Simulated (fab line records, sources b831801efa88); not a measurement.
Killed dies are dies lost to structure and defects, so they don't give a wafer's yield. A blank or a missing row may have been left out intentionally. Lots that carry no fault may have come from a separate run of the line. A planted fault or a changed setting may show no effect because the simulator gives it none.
Which tool was responsible?    flow sky130    7 lots, 21 wafers sampled, at 1 step of a route of 708

WHAT THE GAUGES SHOWED, per wafer
SKY_VIA3_BOW_MEAS_03.
lot   measured      on            VIA3_BOW (um)
L172  day 38 19:26  filmMetro-02  79 85 67
L174  day 40 05:34  filmMetro-02  87 74 78
L176  day 40 22:22  filmMetro-04  74 78 77
L179  day 41 05:53  filmMetro-04  91 82 77
L182  day 42 01:20  filmMetro-01  77 66 79
L184  day 42 11:44  filmMetro-04  82 78 83
L186  day 43 04:11  filmMetro-01  83 76 73

TOOL THAT RAN EACH LOT (tool first, then ch and the chambers of the sampled wafers, then the start)
The record holds no process step before these readings.

THE ANSWER, worked out from the rows above alone
Rule: usual is defined by the lots themselves. The widest of any qualifying gaps counts: lots, ordered by their means at a reading, are off when they make up no more than a third of the lots, leave a main group of 4 or more, and stand apart from it by 3 or more times the standard deviation of that group's means. If all means in a main group match to the digits the tables above print for the reading, that group is not used. Also off: a lot with no number at a reading for which 4 or more lots have one. The other lots that the step has rows for count as sound.
No lot is off at any reading shown: from this, nothing can be told.

WHAT HAD BEEN PUT IN BY THE SIMULATOR
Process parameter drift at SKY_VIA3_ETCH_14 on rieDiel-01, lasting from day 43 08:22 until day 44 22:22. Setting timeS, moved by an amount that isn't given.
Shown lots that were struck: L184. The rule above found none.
